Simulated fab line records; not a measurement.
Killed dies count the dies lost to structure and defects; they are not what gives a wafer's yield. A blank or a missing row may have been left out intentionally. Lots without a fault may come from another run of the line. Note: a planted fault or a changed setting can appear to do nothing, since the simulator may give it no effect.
fab line records	flow sky130
[record] lots = 7	wafers = 21	lastDay = 50
route steps=708 shown VIA1@467 PAD_OPEN@708
lots untouched by any fault: they come from a run of this same line in which no faults occurred
startH: hours from the record's opening day to when the first of the lot's shown wafers began	waitH: hours from the lot's prior step to this one	" as in the row above	L1.1+2: several wafers, shown together as one row	- no value, or no start given	* or withheld: withheld	< > ~ a bound
route shown NAME@n: names a module that has steps shown in the file, with the first one's number in the route	usual: mean/standard deviation taken from wafers without a fault	same: alike in all rows	chamber/n: place in a boat	sites: the reading at each site	_std_site: the values' standard deviation	_edge_site: inner sites' mean taken away from outer sites' mean	radiusMm: how far each site lies from the wafer's centre	mask NAME#n: copy n	behind: the most recent tool/chamber to have shaped the wafer	hold: why the lot was held/for how many hours/how that ended	device: names the non-switching transistor (n, p or np)	end of line: tests of these same wafers at the route's end	where a step has no rows: the recipe by itself	killed: at the first sort, the dies lost to defects and structure; wafer yield is something else	map: the dies of a wafer, with x for killed, . for not killed, _ for no die there
set.NAME: the setting the step ran with; set.NAME@STEP: the setting that earlier step ran with	model.NAME: the simulator's own value behind a step, which no gauge read
lots seen at some steps along the route; tables by step, rows by wafer
services: a tool's chamber out of use, with start hour (startH, from the record's first day; less than 0 if before it), hours out, and reason
[[steps]]
[step SKY_VIA1_EXPOSE_09]
[recipe] maskId = VIM	na = 0.8	sourceShape = annular	sigmaInner = 0.55	sigmaOuter = 0.85	targetCdNm = 150	doseMj = 38
[step SKY_VIA1_PEB_10]
[recipe] pebTempC = withheld	pebTimeS = withheld	resist = KrF-thick
[step SKY_VIA1_DEVELOP_11]
[recipe] developTimeS = 60	resist = KrF-thick	devTempC = 21
[step SKY_VIA1_CD_MEAS_12]
[recipe] targetCdNm = 150
[usual] cdNm = 149.9/1.6
lot.wafer	tool	chamber	startH	waitH	cdNm
L172.1	cdSem-02	-	823.08	-	148.1
L172.2	"	-	"	"	150.1
L172.6	"	-	"	"	148.8
L179.1	cdSem-02	-	876.43	-	148.8
L179.5	"	-	"	"	147.7
L179.6	"	-	"	"	148.3
L180.1	cdSem-01	-	883.51	-	149.1
L180.2	"	-	"	"	147.5
L180.4	"	-	"	"	150.2
L181.2	cdSem-02	-	888.37	-	151.0
L181.3	"	-	"	"	149.2
L181.5	"	-	"	"	150.6
L182.1	cdSem-02	-	899.93	-	149.9
L182.4	"	-	"	"	150.6
L182.6	"	-	"	"	150.6
L188.2	cdSem-01	-	940.10	-	148.6
L188.5	"	-	"	"	149.5
L188.6	"	-	"	"	147.7
L191.1	cdSem-02	-	954.20	-	148.4
L191.3	"	-	"	"	148.7
L191.6	"	-	"	"	147.9
[step SKY_VIA1_OVL_MEAS_13]
[usual] VIA1_OVL = -1/4
lot.wafer	tool	chamber	startH	waitH	VIA1_OVL[nm]
L172.1	overlay-02	-	823.20	0.1	-3
L172.2	"	-	"	"	-3
L172.6	"	-	"	"	-9
L179.1	overlay-02	-	876.55	0.1	-6
L179.5	"	-	"	"	-4
L179.6	"	-	"	"	-8
L180.1	overlay-02	-	883.63	0.1	-6
L180.2	"	-	"	"	-4
L180.4	"	-	"	"	1
L181.2	overlay-02	-	888.48	0.1	7
L181.3	"	-	"	"	-1
L181.5	"	-	"	"	-2
L182.1	overlay-01	-	900.05	0.1	0
L182.4	"	-	"	"	-2
L182.6	"	-	"	"	4
L188.2	overlay-01	-	940.20	0.1	1
L188.5	"	-	"	"	-2
L188.6	"	-	"	"	4
L191.1	overlay-02	-	954.32	0.1	-8
L191.3	"	-	"	"	0
L191.6	"	-	"	"	-1
[step SKY_VIA1_ETCH_14]
[recipe] chemistry = N2/H2	target = BARC	ionEnergyEv = 200	sourceW = 500	biasW = 100	pressureMtorr = 30	n2FlowSccm = 100	h2FlowSccm = 200	stopOn = SiO2	timeS = 45.9	targetDepthA = 600
[usual] biasW = 100.00/0.3	drypumpMotorCurrentA = 5.92/0.29	oesProductAu = 0.855/0.0052	throttleValvePct = 13.225/0.009
lot.wafer	tool	chamber	startH	waitH	biasW	drypumpMotorCurrentA	oesProductAu	rfHoursCounterH	throttleValvePct
L172.1	rieDiel-01	0	823.23	0.0	100.34	5.65	0.855	26	13.220
L172.2	"	2	"	"	99.55	6.03	0.856	2	13.206
L172.6	"	2	"	"	99.93	6.02	0.854	-	13.240
L179.1	rieDiel-01	3	876.58	0.0	99.63	6.47	0.853	2	13.213
L179.5	"	3	"	"	99.74	6.46	0.858	-	13.223
L179.6	"	2	"	"	99.72	6.03	0.857	-	13.221
L180.1	rieDiel-04	3	883.67	0.0	100.11	5.89	0.861	10	13.211
L180.2	"	2	"	"	99.75	5.73	0.846	2	13.230
L180.4	"	0	"	"	99.69	5.70	0.857	1	13.230
L181.2	rieDiel-01	0	888.51	0.0	100.03	5.70	0.850	0	13.234
L181.3	"	3	"	"	100.04	6.49	0.853	2	13.234
L181.5	"	0	"	"	99.88	5.69	0.851	-	13.229
L182.1	rieDiel-01	3	900.08	0.0	100.44	6.45	0.844	3	13.215
L182.4	"	2	"	"	100.49	6.02	0.848	5	13.225
L182.6	"	0	"	"	100.31	5.66	0.851	-	13.226
L188.2	rieDiel-01	0	940.23	0.0	100.22	5.69	0.861	1	13.214
L188.5	"	3	"	"	99.99	6.45	0.852	-	13.219
L188.6	"	2	"	"	99.71	6.03	0.860	-	13.225
L191.1	rieDiel-01	2	954.36	0.0	99.76	5.99	0.857	7	13.221
L191.3	"	1	"	"	100.44	5.42	0.848	9	13.226
L191.6	"	3	"	"	100.26	6.47	0.860	-	13.229
[step SKY_VIA1_ETCH_15]
[recipe] target = SiO2	chemistry = C4F8/O2/Ar	targetDepthNm = 351	stopOn = TiN	maskMaterial = KrF-thick	sourceW = 1500	biasW = 1200	pressureMtorr = 40	c4f8FlowSccm = withheld	O2_flow_sccm = 6	Ar_flow_sccm = 300	timeS = 54
[usual] biasW = 1200/3.8	oesProductAu = 0.981/0.0055
lot.wafer	tool	chamber	startH	waitH	biasW	oesProductAu	rfHoursCounterH
L172.1	rieDiel-01	0	823.27	0.0	1202	0.982	26
L172.2	"	2	"	"	1197	0.979	3
L172.6	"	2	"	"	1200	0.986	-
L179.1	rieDiel-01	3	876.63	0.0	1193	0.978	2
L179.5	"	3	"	"	1195	0.990	-
L179.6	"	2	"	"	1195	0.976	-
L180.1	rieDiel-04	3	883.71	0.0	1200	0.981	10
L180.2	"	2	"	"	1215	0.978	2
L180.4	"	0	"	"	1198	0.975	1
L181.2	rieDiel-01	0	888.55	0.0	1201	0.981	0
L181.3	"	3	"	"	1204	0.984	2
L181.5	"	0	"	"	1200	0.968	-
L182.1	rieDiel-01	3	900.13	0.0	1197	0.980	3
L182.4	"	2	"	"	1209	0.978	5
L182.6	"	0	"	"	1200	0.977	-
L188.2	rieDiel-01	0	940.28	0.0	1196	0.975	1
L188.5	"	3	"	"	1200	0.978	-
L188.6	"	2	"	"	1197	0.977	-
L191.1	rieDiel-01	2	954.40	0.0	1192	0.982	7
L191.3	"	1	"	"	1197	0.981	9
L191.6	"	3	"	"	1199	0.980	-
[step SKY_VIA1_STRIP_16]
[recipe] chemistry = O2/N2	powerW = 1400	pressureMtorr = 1500	platenTempC = withheld	o2FlowSccm = 3000	n2FlowSccm = 300	overashFraction = 0.5
[usual] drypumpMotorCurrentA = 5.8/0.52	oesProductAu = 0.417/0.0045	stripTimeToEndpointS = 4.475/0.022
lot.wafer	tool	chamber	startH	waitH	drypumpMotorCurrentA	oesProductAu	rfHoursCounterH	stripTimeToEndpointS
L172.1	plasmaAsher-02	0	823.32	0.0	5.3	0.422	66	4.491
L172.2	"	1	"	"	5.7	0.423	66	4.512
L172.6	"	1	"	"	5.7	0.420	-	4.521
L179.1	plasmaAsher-03	1	876.67	0.0	5.5	0.417	104	4.452
L179.5	"	1	"	"	5.5	0.419	-	4.450
L179.6	"	0	"	"	6.6	0.411	-	4.469
L180.1	plasmaAsher-03	1	883.75	0.0	5.5	0.424	105	4.450
L180.2	"	0	"	"	6.6	0.424	105	4.471
L180.4	"	1	"	"	5.5	0.424	-	4.471
L181.2	plasmaAsher-03	0	888.59	0.0	6.7	0.410	105	4.497
L181.3	"	0	"	"	6.7	0.417	-	4.505
L181.5	"	1	"	"	5.5	0.421	-	4.498
L182.1	plasmaAsher-01	0	900.17	0.0	5.3	0.417	47	4.465
L182.4	"	1	"	"	5.6	0.413	-	4.476
L182.6	"	1	"	"	5.6	0.418	-	4.464
L188.2	plasmaAsher-03	0	940.32	0.0	6.7	0.418	110	4.491
L188.5	"	0	"	"	6.7	0.416	-	4.492
L188.6	"	1	"	"	5.6	0.420	-	4.484
L191.1	plasmaAsher-03	1	954.45	0.0	5.5	0.412	111	4.489
L191.3	"	0	"	"	6.7	0.413	-	4.497
L191.6	"	1	"	"	5.5	0.418	-	4.464
[step SKY_VIA1_STRIP_17]
[recipe] chemistry = postEtchResidueRemover	timeS = 1200	tempC = 72.5
[step SKY_VIA1_CLEAN_18]
[recipe] chemistry = IPA	timeS = 180	tempC = 25
[step SKY_VIA1_CLEAN_19]
[recipe] chemistry = O3/DIW	dry = n2Spin
[step SKY_VIA1_SPUTTER_20]
[recipe] material = TiN	targetThkNm = 20	chamberPressurePa = 5	powerW = 4000	timeS = 80
[usual] throttleValvePct = 30.1/1.1
lot.wafer	tool	chamber	startH	waitH	throttleValvePct
L172.1	pvdSputter-03	-	823.92	0.0	31.4
L172.2	"	-	"	"	30.1
L172.6	"	-	"	"	31.8
L179.1	pvdSputter-03	-	877.26	0.0	29.3
L179.5	"	-	"	"	29.7
L179.6	"	-	"	"	29.9
L180.1	pvdSputter-02	-	884.35	0.0	28.7
L180.2	"	-	"	"	29.8
L180.4	"	-	"	"	28.0
L181.2	pvdSputter-03	-	889.19	0.0	29.3
L181.3	"	-	"	"	30.5
L181.5	"	-	"	"	30.2
L182.1	pvdSputter-04	-	900.77	0.0	29.4
L182.4	"	-	"	"	30.3
L182.6	"	-	"	"	29.5
L188.2	pvdSputter-03	-	940.91	0.0	29.6
L188.5	"	-	"	"	30.2
L188.6	"	-	"	"	29.5
L191.1	pvdSputter-02	-	955.12	0.0	28.5
L191.3	"	-	"	"	29.9
L191.6	"	-	"	"	28.6
[step SKY_VIA1_CVD_21]
[recipe] material = W	targetThkNm = 270	timeS = 80.902	tempC = 400	pressureTorr = 40
[usual] chamberPressureTorr = 40.00/0.092	heaterPowerW = 799/36
lot.wafer	tool	chamber	startH	waitH	chamberPressureTorr	heaterPowerW	model.W_of_VIA1_CVD_21.thkNm
L172.1	cvdW-01	1	823.98	0.0	40.21	826	274.6
L172.2	"	0	"	"	39.95	767	272.1
L172.6	"	1	"	"	40.07	831	272.3
L179.1	cvdW-02	1	877.32	0.0	39.96	829	269
L179.5	"	0	"	"	40.10	815	270.5
L179.6	"	1	"	"	40.01	829	269.6
L180.1	cvdW-02	1	884.41	0.0	46.31	825	292.9
L180.2	"	1	"	"	46.35	847	291.5
L180.4	"	1	"	"	46.30	833	294.7
L181.2	cvdW-02	1	889.28	0.1	46.24	809	288.8
L181.3	"	1	"	"	46.15	830	290.8
L181.5	"	1	"	"	46.33	840	291.7
L182.1	cvdW-02	0	900.83	0.0	46.29	810	285.5
L182.4	"	1	"	"	46.30	828	288.1
L182.6	"	0	"	"	46.29	800	287.4
L188.2	cvdW-01	0	940.98	0.0	39.92	745	264.5
L188.5	"	1	"	"	39.93	823	268.2
L188.6	"	0	"	"	39.82	773	264.7
L191.1	cvdW-01	1	955.18	0.0	39.98	842	277.3
L191.3	"	1	"	"	39.90	817	274.1
L191.6	"	0	"	"	40.04	744	272.1
[step SKY_VIA1_RS_MEAS_22]
[recipe] thkMeasGauge = four-point-probe	reads = W_of_VIA1_CVD_21+TiN_of_VIA1_SPUTTER_20
[usual] VIA1_W_RS = 0.427/0.0045
lot.wafer	tool	chamber	startH	waitH	VIA1_W_RS[ohm/sq]
L172.1	filmMetro-03	-	824.07	0.1	0.419
L172.2	"	-	"	"	0.422
L172.6	"	-	"	"	0.422
L179.1	filmMetro-01	-	877.42	0.1	0.428
L179.5	"	-	"	"	0.426
L179.6	"	-	"	"	0.427
L180.1	filmMetro-01	-	884.59	0.2	0.392
L180.2	"	-	"	"	0.395
L180.4	"	-	"	"	0.391
L181.2	filmMetro-03	-	889.45	0.1	0.398
L181.3	"	-	"	"	0.396
L181.5	"	-	"	"	0.393
L182.1	filmMetro-03	-	900.92	0.1	0.403
L182.4	"	-	"	"	0.399
L182.6	"	-	"	"	0.400
L188.2	filmMetro-01	-	941.09	0.1	0.435
L188.5	"	-	"	"	0.430
L188.6	"	-	"	"	0.436
L191.1	filmMetro-03	-	955.28	0.1	0.414
L191.3	"	-	"	"	0.420
L191.6	"	-	"	"	0.422
[step SKY_VIA1_THK_MEAS_23]
[recipe] thkMeasGauge = xrf	reads = W_of_VIA1_CVD_21
[usual] VIA1_W_THK = 274/3.4
lot.wafer	tool	chamber	startH	waitH	VIA1_W_THK[nm]
L172.1	filmMetro-03	-	824.19	0.1	280
L172.2	"	-	"	"	276
L172.6	"	-	"	"	279
L179.1	filmMetro-01	-	877.54	0.1	275
L179.5	"	-	"	"	276
L179.6	"	-	"	"	275
L180.1	filmMetro-01	-	884.71	0.1	301
L180.2	"	-	"	"	298
L180.4	"	-	"	"	303
L181.2	filmMetro-03	-	889.56	0.1	292
L181.3	"	-	"	"	293
L181.5	"	-	"	"	293
L182.1	filmMetro-03	-	901.04	0.1	287
L182.4	"	-	"	"	290
L182.6	"	-	"	"	290
L188.2	filmMetro-01	-	941.20	0.1	269
L188.5	"	-	"	"	271
L188.6	"	-	"	"	269
L191.1	filmMetro-03	-	955.40	0.1	281
L191.3	"	-	"	"	277
L191.6	"	-	"	"	273
[step SKY_VIA1_CMP_24]
[recipe] stopOn = SiO2	tOverpolishS = 15	downForcePsi = 3.5	platenRpm = 60	targetThkNm = 0	padVelocityMS = 0.94248
[usual] motorCurrentA = 10.6/0.77	slurryFlowMlMin = 150.1/0.43
lot.wafer	tool	chamber	startH	waitH	motorCurrentA	slurryFlowMlMin
L172.2	cmp-02	3	824.25	0.0	10.2	149.7
L172.1	"	0	"	"	10.1	149.5
L172.6	"	3	"	"	9.8	149.9
L179.1	cmp-02	0	877.65	0.1	9.8	150.1
L179.6	"	3	"	"	10.4	149.9
L179.5	"	0	"	"	10.0	150.5
L180.4	cmp-02	0	884.77	0.0	9.7	149.7
L180.1	"	2	"	"	10.7	149.6
L180.2	"	3	"	"	9.6	150.2
L181.2	cmp-01	1	889.66	0.1	10.4	150.5
L181.3	"	2	"	"	11.8	150.2
L181.5	"	1	"	"	9.9	150.6
L182.4	cmp-02	0	901.39	0.3	10.0	149.9
L182.1	"	2	"	"	11.0	150.7
L182.6	"	0	"	"	9.9	149.7
L188.2	cmp-02	2	941.35	0.1	11.3	149.8
L188.5	"	0	"	"	9.9	149.4
L188.6	"	1	"	"	11.3	150.2
L191.3	cmp-01	3	955.46	0.0	11.5	150.3
L191.1	"	1	"	"	10.6	150.3
L191.6	"	3	"	"	10.9	149.9
[step SKY_PAD_OPEN_PROBE_99]
[usual] defectLimitedYield = 82.6/1.9	killed_at_M0_to_M3 = 43/7	killed_at_M4_up = 3.1/2	killedAtContacts = 24/5.3	killedAtFrontEnd = 15/4.2	killedAtOther = 0.4/0.66	killedDies = 86/9.5	killedOpen = 47/7.4	killedShort = 38/6.2	sort_bin_3_pad_short = 0.9/0.44	sort_bin_5_function = 10.2/1.4	sort_bin_6_memory = 6.4/1.1	sortNPass = 406/9.5	sortYieldPct = 82.6/1.9
[same] grossDies = 492	killedAtBackSide = 0	sort_bin_4_leakage[%] = 0	sort_bin_8_speed[%] = 0
lot.wafer	tool	chamber	startH	waitH	defectLimitedYield[%]	killed_at_M0_to_M3	killed_at_M4_up	killedAtContacts	killedAtFrontEnd	killedAtOther	killedDies	killedOpen	killedShort	sort_bin_3_pad_short[%]	sort_bin_5_function[%]	sort_bin_6_memory[%]	sortNPass	sortYieldPct[%]
L172.1	prober-02	-	1101.70	0.1	83.5	39	4	23	15	0	81	36	44	1.0	9.3	6.1	411	83.5
L172.2	prober-02	-	1101.75	0.1	82.7	38	2	24	21	0	85	52	33	0.6	11.0	5.7	407	82.7
L172.6	prober-02	-	1101.95	0.2	84.6	33	2	20	20	1	76	42	34	0.8	10.2	4.5	416	84.6
L180.4	prober-02	-	1147.24	0.2	78.5	56	4	21	25	0	106	55	51	0.4	13.0	8.1	386	78.5
L181.2	prober-01	-	1150.12	0.1	81.9	41	3	25	19	1	89	32	57	0.8	10.8	6.5	403	81.9
L181.3	prober-01	-	1150.17	0.2	83.1	35	2	32	14	0	83	51	32	0.8	10.0	6.1	409	83.1
L181.5	prober-01	-	1150.27	0.2	81.3	48	4	28	12	0	92	52	40	0.8	10.4	7.5	400	81.3
// killed by level:class
L172.1 CONTACT:geometricParticle:open=7 VIA1:geometricParticle:open=7 VIA3:geometricParticle:open=6 LI_CONTACT:geometricParticle:open=5 POLY_GATE:geometricParticle:short=5 LOCAL_INTERCONNECT:geometricParticle:short=5 VIA2:geometricParticle:open=5 VIA3:geometricParticle:short=5
L172.2 VIA1:geometricParticle:open=14 CONTACT:geometricParticle:open=9 LI_CONTACT:geometricParticle:open=7 METAL2:geometricParticle:short=7 VIA1:geometricParticle:short=6 POLY_GATE:geometricParticle:open=5 VIA3:geometricParticle:open=5 FIELD_ISO:geometricParticle:short=4
L172.6 VIA1:geometricParticle:open=14 POLY_GATE:geometricParticle:open=7 CONTACT:geometricParticle:open=7 CONTACT:geometricParticle:short=6 FIELD_ISO:geometricParticle:short=5 METAL2:geometricParticle:short=4 POLY_GATE:geometricParticle:short=4 LI_CONTACT:geometricParticle:open=4
L180.4 VIA1:geometricParticle:open=13 METAL1:geometricParticle:short=11 CONTACT:geometricParticle:open=11 POLY_GATE:geometricParticle:short=9 VIA2:geometricParticle:open=7 FIELD_ISO:geometricParticle:open=5 POLY_GATE:geometricParticle:open=5 METAL2:geometricParticle:short=5
L181.2 CONTACT:geometricParticle:short=10 FIELD_ISO:geometricParticle:short=9 VIA1:geometricParticle:open=9 METAL1:geometricParticle:short=8 FIELD_ISO:geometricParticle:open=7 VIA3:geometricParticle:short=5 LI_CONTACT:geometricParticle:short=4 LOCAL_INTERCONNECT:geometricParticle:short=4
L181.3 VIA1:geometricParticle:open=12 CONTACT:geometricParticle:open=12 LI_CONTACT:geometricParticle:open=7 VIA3:geometricParticle:open=6 FIELD_ISO:geometricParticle:short=5 METAL1:geometricParticle:short=5 POLY_GATE:geometricParticle:open=4 LI_CONTACT:geometricParticle:short=4
L181.5 LI_CONTACT:geometricParticle:open=10 VIA3:geometricParticle:open=10 VIA2:geometricParticle:open=9 VIA1:geometricParticle:short=8 CONTACT:geometricParticle:open=8 VIA1:geometricParticle:open=6 CONTACT:geometricParticle:short=5 METAL2:geometricParticle:short=5
[[services]]
tool	chamber	startH	hours	kind
cmp-01	-	801.32	4.3	repair
plasmaAsher-03	-	809.57	1.3	repair
cvdW-02	0	811.18	2.8	repair
cvdW-02	-	821.80	0.6	repair
rieDiel-04	-	823.39	2.8	pm
pvdSputter-03	-	824.07	3.8	repair
cvdW-02	0	826.40	4.9	repair
cmp-01	-	838.50	3.7	repair
cvdW-01	0	838.66	11.6	repair
cvdW-01	-	847.17	3.1	repair
cmp-02	-	848.53	23.0	pm
pvdSputter-02	-	860.27	14.7	repair
cvdW-01	-	874.68	2.0	repair
cvdW-02	0	881.27	8.7	repair
plasmaAsher-03	-	898.01	3.7	repair
cmp-01	-	899.16	3.7	pm
cvdW-02	-	904.14	14.0	pm
cmp-01	-	912.00	4.0	pm
cmp-02	-	922.67	2.3	repair
rieDiel-01	0	925.69	6.9	repair
rieDiel-04	3	931.92	11.7	repair
cmp-01	-	937.43	5.5	repair
cvdW-02	-	940.97	0.4	repair
pvdSputter-03	-	942.61	3.5	repair
[[key]]
[firstSign] step = SKY_VIA1_CVD_21	reading = chamberPressureTorr	direction = up	sigmas = 69	usual = 40.00	struck = 46.28
[effect] step = SKY_VIA1_RS_MEAS_22	reading = VIA1_W_RS	direction = down	sigmas = 6.7	usual = 0.427	struck = 0.396
[effect] step = SKY_VIA1_THK_MEAS_23	reading = VIA1_W_THK	direction = up	sigmas = 5.8	usual = 274	struck = 294
[modelEffect] step = SKY_VIA1_CVD_21	value = W_of_VIA1_CVD_21.thkNm	without = 269.9	struck = 290.2
metAt SKY_VIA1_CVD_21
struckWafers L180.1,L180.2,L180.4,L181.2,L181.3,L181.5,L182.1,L182.4,L182.6
onsetBetween 877.32 884.41
[fault] kind = processParameterDrift	tool = cvdW-02	chamber = -	onsetH = 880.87	steps = SKY_VIA1_CVD_21	channel = pressureTorr	offset = 6.2881	shape = step	endH = 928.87	actsIn = theseRecipesOnly	stated = 40
